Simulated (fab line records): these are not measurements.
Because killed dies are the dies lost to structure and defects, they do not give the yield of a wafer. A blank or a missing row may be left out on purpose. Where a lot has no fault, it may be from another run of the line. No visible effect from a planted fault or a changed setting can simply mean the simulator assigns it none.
fab line records	flow sky130
[record] lots = 6	wafers = 18	last-day = 49
route steps=708 shown VIA2@511 PAD_OPEN@708
lots that met no fault: taken from a fault-free run of the same line
start-h: hours from the record's first day to the start of the lot's first wafer shown	wait-h: hours since the lot's step before	" same as the row above	L1.1+2: several wafers, shown together as one row	- either no value or no given start	* or withheld: withheld	< > ~ a bound
route shown NAME@n: a module of which the file shows steps, and the number in the route of the first	usual: mean/standard deviation taken from wafers without a fault	same: alike in all rows	chamber/n: place in a boat	sites: the reading at each site	_std_site: their standard deviation	_edge_site: outer sites' mean less inner sites'	radius-mm: how far each site lies from the wafer's centre	mask NAME#n: copy n	behind: tool/chamber where the wafer was last shaped	hold: the reason the lot was held/the length of the hold in hours/how it ended	device: the n, p or np transistor that did not switch	end of line: the same wafers' tests at the end of the route	a step with no rows: only its recipe	killed: at the first sort, the dies lost to defects and structure; wafer yield is something else	map: a wafer's dies, x killed, . not, _ none there
set.NAME: setting as actually run; set.NAME@STEP: the setting as run at that earlier step	model.NAME: the simulator's own value behind a step, which no gauge read
certain route steps with their lots: each step a table, each wafer a row
services: from which hour (start-h, from the record's first day; less than 0 if before it) a tool's chamber was out of use, for how many hours, and why
[[steps]]
[step SKY_VIA2_DEHYDRATE_04]
[recipe] temp-c = 200	time-s = 60
[step SKY_VIA2_HMDS_05]
[recipe] prime-time-s = 60	prime-temp-c = 120
[step SKY_VIA2_COAT_06]
[recipe] resist = BARC	temp-c = withheld	time-s = withheld	spin-rpm = 3000	resist-thk-nm = 60
[step SKY_VIA2_COAT_07]
[recipe] resist = KrF-thick	spin-rpm = 3000	resist-thk-nm = 450
[step SKY_VIA2_SOFTBAKE_08]
[recipe] temp-c = 100	time-s = 90	resist = KrF-thick
[step SKY_VIA2_EXPOSE_09]
[recipe] mask-id = VIM2	na = 0.8	source-shape = annular	sigma-inner = 0.55	sigma-outer = 0.85	target-cd-nm = 200	dose-mj = 38
[step SKY_VIA2_PEB_10]
[recipe] peb-temp-c = withheld	peb-time-s = withheld	resist = KrF-thick
[step SKY_VIA2_DEVELOP_11]
[recipe] develop-time-s = 60	resist = KrF-thick	dev-temp-c = 21
[step SKY_VIA2_CD_MEAS_12]
[recipe] target-cd-nm = 200
[usual] cd-nm = 200.1/1.3
lot.wafer	tool	chamber	start-h	wait-h	cd-nm
L831.1	cd-sem-02	-	860.64	-	201.0
L831.2	"	-	"	"	199.0
L831.6	"	-	"	"	199.9
L837.1	cd-sem-02	-	893.54	-	199.1
L837.3	"	-	"	"	198.8
L837.4	"	-	"	"	199.5
L838.3	cd-sem-02	-	898.28	-	202.4
L838.4	"	-	"	"	201.4
L838.6	"	-	"	"	201.3
L839.1	cd-sem-01	-	905.74	-	199.6
L839.2	"	-	"	"	199.9
L839.5	"	-	"	"	199.7
L844.1	cd-sem-02	-	938.94	-	201.4
L844.2	"	-	"	"	200.3
L844.4	"	-	"	"	200.8
L852.2	cd-sem-02	-	996.46	-	198.9
L852.3	"	-	"	"	198.3
L852.5	"	-	"	"	199.2
[step SKY_VIA2_OVL_MEAS_13]
[usual] VIA2_OVL = 2/5.6
lot.wafer	tool	chamber	start-h	wait-h	VIA2_OVL[nm]
L831.1	overlay-02	-	860.76	0.1	2
L831.2	"	-	"	"	5
L831.6	"	-	"	"	1
L837.1	overlay-02	-	893.66	0.1	2
L837.3	"	-	"	"	2
L837.4	"	-	"	"	3
L838.3	overlay-02	-	898.37	0.1	-6
L838.4	"	-	"	"	2
L838.6	"	-	"	"	-3
L839.1	overlay-02	-	905.86	0.1	5
L839.2	"	-	"	"	1
L839.5	"	-	"	"	2
L844.1	overlay-02	-	939.06	0.1	0
L844.2	"	-	"	"	-1
L844.4	"	-	"	"	-2
L852.2	overlay-02	-	996.57	0.1	-3
L852.3	"	-	"	"	0
L852.5	"	-	"	"	-8
[step SKY_VIA2_ETCH_14]
[recipe] chemistry = N2/H2	target = BARC	ion-energy-ev = 200	source-w = 500	bias-w = 100	pressure-mtorr = 30	n2-flow-sccm = 100	h2-flow-sccm = 200	stop-on = SiO2	time-s = 45.9	target-depth-a = 600
[usual] drypump-motor-current-A = 5.7/0.47	oes-product-au = 0.855/0.0051	throttle-valve-pct = 13.225/0.0093
[same] time-s = 45.9
lot.wafer	tool	chamber	start-h	wait-h	drypump-motor-current-A	oes-product-au	rf-hours-counter-h	throttle-valve-pct
L831.1	rie-diel-04	1	860.80	0.0	6.3	0.851	22	13.226
L831.2	"	3	"	"	5.2	0.860	19	13.227
L831.6	"	3	"	"	5.2	0.857	-	13.235
L837.1	rie-diel-02	2	893.69	0.0	5.8	0.851	8	13.235
L837.3	"	1	"	"	4.9	0.851	17	13.218
L837.4	"	0	"	"	6.1	0.844	13	13.223
L838.3	rie-diel-01	0	898.39	0.0	5.9	0.862	20	13.237
L838.4	"	2	"	"	6.2	0.860	7	13.222
L838.6	"	0	"	"	5.9	0.851	-	13.224
L839.1	rie-diel-04	1	905.89	0.0	6.3	0.857	23	13.227
L839.2	"	0	"	"	5.1	0.857	9	13.211
L839.5	"	2	"	"	5.7	0.852	-	13.223
L844.1	rie-diel-04	3	939.09	0.0	5.2	0.861	20	13.194
L844.2	"	0	"	"	5.1	0.861	10	13.220
L844.4	"	2	"	"	5.7	0.850	17	13.217
L852.2	rie-diel-04	1	996.60	0.0	6.3	0.850	26	13.221
L852.3	"	3	"	"	5.2	0.859	22	13.224
L852.5	"	2	"	"	5.7	0.854	-	13.216
[step SKY_VIA2_ETCH_15]
[recipe] target = SiO2	chemistry = C4F8/O2/Ar	target-depth-nm = 546	stop-on = TiN	mask-material = KrF-thick	source-w = 1500	bias-w = 1200	pressure-mtorr = 40	c4f8-flow-sccm = withheld	O2_flow_sccm = 6	Ar_flow_sccm = 300	time-s = 84
[usual] oes-product-au = 0.940/0.0046
[same] time-s = 84
lot.wafer	tool	chamber	start-h	wait-h	oes-product-au	rf-hours-counter-h
L831.1	rie-diel-04	1	860.84	0.0	0.936	22
L831.2	"	3	"	"	0.936	19
L831.6	"	3	"	"	0.935	-
L837.1	rie-diel-02	2	893.73	0.0	0.937	8
L837.3	"	1	"	"	0.940	17
L837.4	"	0	"	"	0.943	13
L838.3	rie-diel-01	0	898.43	0.0	0.940	20
L838.4	"	2	"	"	0.942	7
L838.6	"	0	"	"	0.945	-
L839.1	rie-diel-04	1	905.93	0.0	0.933	23
L839.2	"	0	"	"	0.948	9
L839.5	"	2	"	"	0.943	-
L844.1	rie-diel-04	3	939.13	0.0	0.933	20
L844.2	"	0	"	"	0.936	10
L844.4	"	2	"	"	0.932	17
L852.2	rie-diel-04	1	996.64	0.0	0.937	26
L852.3	"	3	"	"	0.939	22
L852.5	"	2	"	"	0.937	-
[step SKY_VIA2_STRIP_16]
[recipe] chemistry = O2/N2	power-w = 1400	pressure-mtorr = 1500	platen-temp-c = withheld	o2-flow-sccm = 3000	n2-flow-sccm = 300	overash-fraction = 0.5
[usual] chamber-pressure-mTorr = 1500.0/1.4	drypump-motor-current-A = 5.6/0.42	o2-flow-sccm = 3000/8.2	oes-product-au = 0.399/0.0049	strip-time-to-endpoint-s = 4.040/0.024
lot.wafer	tool	chamber	start-h	wait-h	chamber-pressure-mTorr	drypump-motor-current-A	o2-flow-sccm	oes-product-au	rf-hours-counter-h	strip-time-to-endpoint-s	model.KrF-thick_of_VIA2_COAT_07.thk-nm
L831.1	plasma-asher-02	1	860.90	0.0	1500.6	5.1	3011	0.407	43	4.052	0
L831.2	"	0	"	"	1501.6	5.6	3022	0.388	43	4.026	0
L831.6	"	1	"	"	1500.4	5.1	3004	0.399	-	4.027	0
L837.1	plasma-asher-01	0	893.80	0.0	1501.8	5.4	2998	0.396	108	4.009	0
L837.3	"	1	"	"	1499.3	5.8	3000	0.401	-	4.041	0
L837.4	"	0	"	"	1501.1	5.4	3007	0.404	-	4.061	0
L838.3	plasma-asher-01	1	898.53	0.1	-	-	-	-	-	-	279.4
L838.4	"	0	"	"	-	-	-	-	-	-	282.5
L838.6	"	1	"	"	-	-	-	-	-	-	280.6
L839.1	plasma-asher-02	0	906.00	0.0	-	-	-	-	-	-	285.7
L839.2	"	1	"	"	-	-	-	-	-	-	283.6
L839.5	"	1	"	"	-	-	-	-	-	-	282.8
L844.1	plasma-asher-04	1	939.20	0.0	1500.4	5.2	3000	0.394	19	4.053	0
L844.2	"	0	"	"	1498.6	6.3	3002	0.399	19	4.016	0
L844.4	"	1	"	"	1499.7	5.2	3004	0.397	-	4.026	0
L852.2	plasma-asher-02	1	996.70	0.0	1499.8	5.1	2994	0.397	56	4.044	0
L852.3	"	1	"	"	1497.1	5.1	2997	0.403	-	4.054	0
L852.5	"	1	"	"	1502.0	5.1	3003	0.398	-	4.027	0
[step SKY_VIA2_STRIP_17]
[recipe] chemistry = post-etch-residue-remover	time-s = 1200	temp-c = 72.5
[step SKY_PAD_OPEN_PROBE_99]
[usual] defect-limited-yield = 82.6/1.8	killed_at_M0_to_M3 = 44/6.5	killed_at_M4_up = 3.3/1.9	killed-at-contacts = 23/4.7	killed-at-front-end = 15/4.5	killed-at-other = 0.2/0.52	killed-dies = 86/8.9	killed-on-rim = 17/3.7	killed-open = 47/6.8	killed-short = 39/6.1	sort_bin_3_pad_short = 0.8/0.44	sort_bin_5_function = 10.3/1.4	sort_bin_6_memory = 6.3/1.1	sort-n-pass = 406/8.9	sort-yield-pct = 82.6/1.8
[same] gross-dies = 492	killed-at-back-side = 0	sort_bin_4_leakage[%] = 0	sort_bin_8_speed[%] = 0
lot.wafer	tool	chamber	start-h	wait-h	defect-limited-yield[%]	killed_at_M0_to_M3	killed_at_M4_up	killed-at-contacts	killed-at-front-end	killed-at-other	killed-dies	killed-on-rim	killed-open	killed-short	sort_bin_3_pad_short[%]	sort_bin_5_function[%]	sort_bin_6_memory[%]	sort-n-pass	sort-yield-pct[%]
L837.1	prober-02	-	1108.06	0.1	82.9	43	1	23	17	0	84	10	49	35	0.6	10.6	5.9	408	82.9
L837.3	prober-02	-	1108.16	0.2	83.9	47	3	16	13	0	79	9	43	36	0.6	6.9	8.5	413	83.9
L837.4	prober-02	-	1108.21	0.2	80.9	45	3	26	20	0	94	18	56	38	0.8	11.6	6.7	398	80.9
L838.3	prober-01	-	1114.66	0.2	0	458	3	22	9	0	492	96	42	34	1.8	93.5	4.7	0	0
L838.4	prober-01	-	1114.71	0.2	0	463	3	16	9	1	492	96	39	32	0.4	93.3	6.3	0	0
L838.6	prober-01	-	1114.81	0.2	0	451	3	20	18	0	492	96	53	28	0.6	91.9	7.5	0	0
L839.1	prober-02	-	1119.58	0.1	0	448	3	25	15	1	492	96	47	34	0.4	93.7	5.9	0	0
L839.2	prober-02	-	1119.63	0.1	0	447	4	18	21	2	492	96	46	40	0.4	93.7	5.9	0	0
L839.5	prober-02	-	1119.78	0.2	0	452	1	21	16	2	492	96	36	48	0.2	94.3	5.5	0	0
L844.1	prober-01	-	1144.32	0.1	85.2	39	2	16	15	1	73	21	48	25	0.6	10.4	3.9	419	85.2
L844.2	prober-01	-	1144.37	0.1	82.5	44	3	25	14	0	86	17	49	37	1.2	9.6	6.7	406	82.5
L844.4	prober-01	-	1144.47	0.2	82.1	47	2	24	15	0	88	16	49	39	1.8	10.4	5.7	404	82.1
// killed by level:class
L837.1 CONTACT:geometric-particle:open=12 VIA1:geometric-particle:open=10 LI_CONTACT:geometric-particle:open=6 VIA2:geometric-particle:open=6 METAL3:geometric-particle:short=6 VIA3:geometric-particle:open=6 FIELD_ISO:geometric-particle:short=5 METAL1:geometric-particle:short=5
L837.3 VIA1:geometric-particle:open=11 VIA3:geometric-particle:open=8 METAL2:geometric-particle:short=6 METAL1:geometric-particle:short=6 VIA2:geometric-particle:open=6 CONTACT:geometric-particle:open=5 LI_CONTACT:geometric-particle:open=4 CONTACT:geometric-particle:short=4
L837.4 VIA3:geometric-particle:open=10 LI_CONTACT:geometric-particle:open=10 CONTACT:geometric-particle:open=9 POLY_GATE:geometric-particle:short=6 FIELD_ISO:geometric-particle:open=5 METAL2:geometric-particle:short=5 VIA2:geometric-particle:open=5 METAL3:geometric-particle:short=5
L838.3 VIA2:area-sputter=416 VIA1:geometric-particle:open=10 VIA3:geometric-particle:open=8 CONTACT:geometric-particle:open=7 VIA3:geometric-particle:short=7 LOCAL_INTERCONNECT:geometric-particle:short=5 LI_CONTACT:geometric-particle:open=4 METAL1:geometric-particle:short=4
L838.4 VIA2:area-sputter=421 VIA3:geometric-particle:open=10 CONTACT:geometric-particle:open=7 METAL2:geometric-particle:short=7 VIA2:geometric-particle:open=7 LOCAL_INTERCONNECT:geometric-particle:short=4 FIELD_ISO:geometric-particle:short=3 LI_CONTACT:geometric-particle:open=3
L838.6 VIA2:area-sputter=411 VIA2:geometric-particle:open=9 VIA1:geometric-particle:open=8 POLY_GATE:geometric-particle:short=7 LI_CONTACT:geometric-particle:open=7 VIA3:geometric-particle:open=7 FIELD_ISO:geometric-particle:open=5 LOCAL_INTERCONNECT:geometric-particle:short=5
L839.1 VIA2:area-sputter=411 CONTACT:geometric-particle:open=9 VIA2:geometric-particle:open=9 LI_CONTACT:geometric-particle:open=6 VIA3:geometric-particle:open=6 VIA1:geometric-particle:open=6 CONTACT:geometric-particle:short=5 METAL2:geometric-particle:short=5
L839.2 VIA2:area-sputter=406 VIA1:geometric-particle:open=8 FIELD_ISO:geometric-particle:short=7 VIA2:geometric-particle:open=7 FIELD_ISO:geometric-particle:open=6 CONTACT:geometric-particle:open=6 LOCAL_INTERCONNECT:geometric-particle:short=5 VIA2:geometric-particle:short=5
L839.5 VIA2:area-sputter=408 METAL2:geometric-particle:short=9 LOCAL_INTERCONNECT:geometric-particle:short=9 VIA1:geometric-particle:open=9 METAL1:geometric-particle:short=6 CONTACT:geometric-particle:open=5 VIA2:geometric-particle:open=4 FIELD_ISO:geometric-particle:short=3
L844.1 VIA1:geometric-particle:open=10 LI_CONTACT:geometric-particle:open=8 VIA2:geometric-particle:open=7 VIA3:geometric-particle:open=7 METAL1:geometric-particle:short=5 CONTACT:geometric-particle:open=4 FIELD_ISO:geometric-particle:open=3 FIELD_ISO:geometric-particle:short=3
L844.2 VIA2:geometric-particle:open=10 CONTACT:geometric-particle:open=8 VIA3:geometric-particle:open=8 LI_CONTACT:geometric-particle:open=7 VIA1:geometric-particle:open=6 METAL1:geometric-particle:short=6 CONTACT:geometric-particle:short=5 POLY_GATE:geometric-particle:open=4
L844.4 VIA3:geometric-particle:open=9 VIA2:geometric-particle:open=9 CONTACT:geometric-particle:open=7 METAL1:geometric-particle:short=7 METAL2:geometric-particle:short=7 LOCAL_INTERCONNECT:geometric-particle:short=6 LI_CONTACT:geometric-particle:open=6 VIA1:geometric-particle:open=5
// map L838.3 (x killed, . not)
__________xxxxxxxxxx_________
________xxxxxxxxxxxxxx_______
______xxxxxxxxxxxxxxxxxx_____
_____xxxxxxxxxxxxxxxxxxxx____
____xxxxxxxxxxxxxxxxxxxxxx___
___xxxxxxxxxxxxxxxxxxxxxxxx__
__xxxxxxxxxxxxxxxxxxxxxxxxxx_
_xxxxxxxxxxxxxxxxxxxxxxxxxxxx
_xxxxxxxxxxxxxxxxxxxxxxxxxxxx
_xxxxxxxxxxxxxxxxxxxxxxxxxxxx
_xxxxxxxxxxxxxxxxxxxxxxxxxxxx
_xxxxxxxxxxxxxxxxxxxxxxxxxxxx
_xxxxxxxxxxxxxxxxxxxxxxxxxxxx
_xxxxxxxxxxxxxxxxxxxxxxxxxxxx
_xxxxxxxxxxxxxxxxxxxxxxxxxxxx
__xxxxxxxxxxxxxxxxxxxxxxxxxx_
___xxxxxxxxxxxxxxxxxxxxxxxx__
____xxxxxxxxxxxxxxxxxxxxxx___
_____xxxxxxxxxxxxxxxxxxxx____
______xxxxxxxxxxxxxxxxxx_____
________xxxxxxxxxxxxxx_______
__________xxxxxxxxxx_________
// map L839.1 (x killed, . not)
__________xxxxxxxxxx_________
________xxxxxxxxxxxxxx_______
______xxxxxxxxxxxxxxxxxx_____
_____xxxxxxxxxxxxxxxxxxxx____
____xxxxxxxxxxxxxxxxxxxxxx___
___xxxxxxxxxxxxxxxxxxxxxxxx__
__xxxxxxxxxxxxxxxxxxxxxxxxxx_
_xxxxxxxxxxxxxxxxxxxxxxxxxxxx
_xxxxxxxxxxxxxxxxxxxxxxxxxxxx
_xxxxxxxxxxxxxxxxxxxxxxxxxxxx
_xxxxxxxxxxxxxxxxxxxxxxxxxxxx
_xxxxxxxxxxxxxxxxxxxxxxxxxxxx
_xxxxxxxxxxxxxxxxxxxxxxxxxxxx
_xxxxxxxxxxxxxxxxxxxxxxxxxxxx
_xxxxxxxxxxxxxxxxxxxxxxxxxxxx
__xxxxxxxxxxxxxxxxxxxxxxxxxx_
___xxxxxxxxxxxxxxxxxxxxxxxx__
____xxxxxxxxxxxxxxxxxxxxxx___
_____xxxxxxxxxxxxxxxxxxxx____
______xxxxxxxxxxxxxxxxxx_____
________xxxxxxxxxxxxxx_______
__________xxxxxxxxxx_________
[[services]]
tool	chamber	start-h	hours	kind
rie-diel-04	-	857.61	0.7	repair
rie-diel-04	-	877.54	14.6	pm
rie-diel-01	3	883.02	14.6	repair
plasma-asher-02	-	883.55	6.7	repair
rie-diel-02	0	920.71	14.5	repair
rie-diel-01	3	930.85	3.8	repair
rie-diel-01	0	938.40	7.3	repair
rie-diel-02	-	948.11	14.6	pm
plasma-asher-01	-	954.32	1.4	repair
rie-diel-04	-	960.74	0.7	repair
rie-diel-02	2	968.99	3.4	repair
rie-diel-01	0	978.25	-	clean
rie-diel-01	0	978.25	-	consumable-replace:showerhead
rie-diel-01	0	978.25	15.1	scheduled-down
rie-diel-01	0	978.25	15.1	vent-cycle
rie-diel-04	-	980.57	2.8	pm
[[key]]
[first-sign] step = SKY_VIA2_STRIP_16	reading = tool-record	direction = missing
[effect] step = SKY_PAD_OPEN_PROBE_99	reading = killed_at_M0_to_M3	direction = up	sigmas = 63	usual = 44	struck = 453
[model-effect] step = SKY_VIA2_STRIP_16	value = KrF-thick_of_VIA2_COAT_07.thk-nm	without = 0	struck = 282.4
[more-kills-born-at] SKY_VIA2_SPUTTER_20@pvd-sputter-04 = 1248	SKY_VIA2_SPUTTER_20@pvd-sputter-02 = 1225
met-at SKY_VIA2_STRIP_16
struck-wafers L838.3,L838.4,L838.6,L839.1,L839.2,L839.5
later-rows-left-out L838.3,L838.4,L838.6,L839.1,L839.2,L839.5
onset-between 893.80 898.53
[fault] kind = skipped-step-whole	tool = plasma-asher-01,plasma-asher-02	chamber = -	onset-h = 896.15	steps = SKY_VIA2_STRIP_16	scope = struck-lots-only
// later-rows-left-out: the simulator's readings of these wafers behind a module that went badly wrong aren't trusted and aren't shown, but for the sort
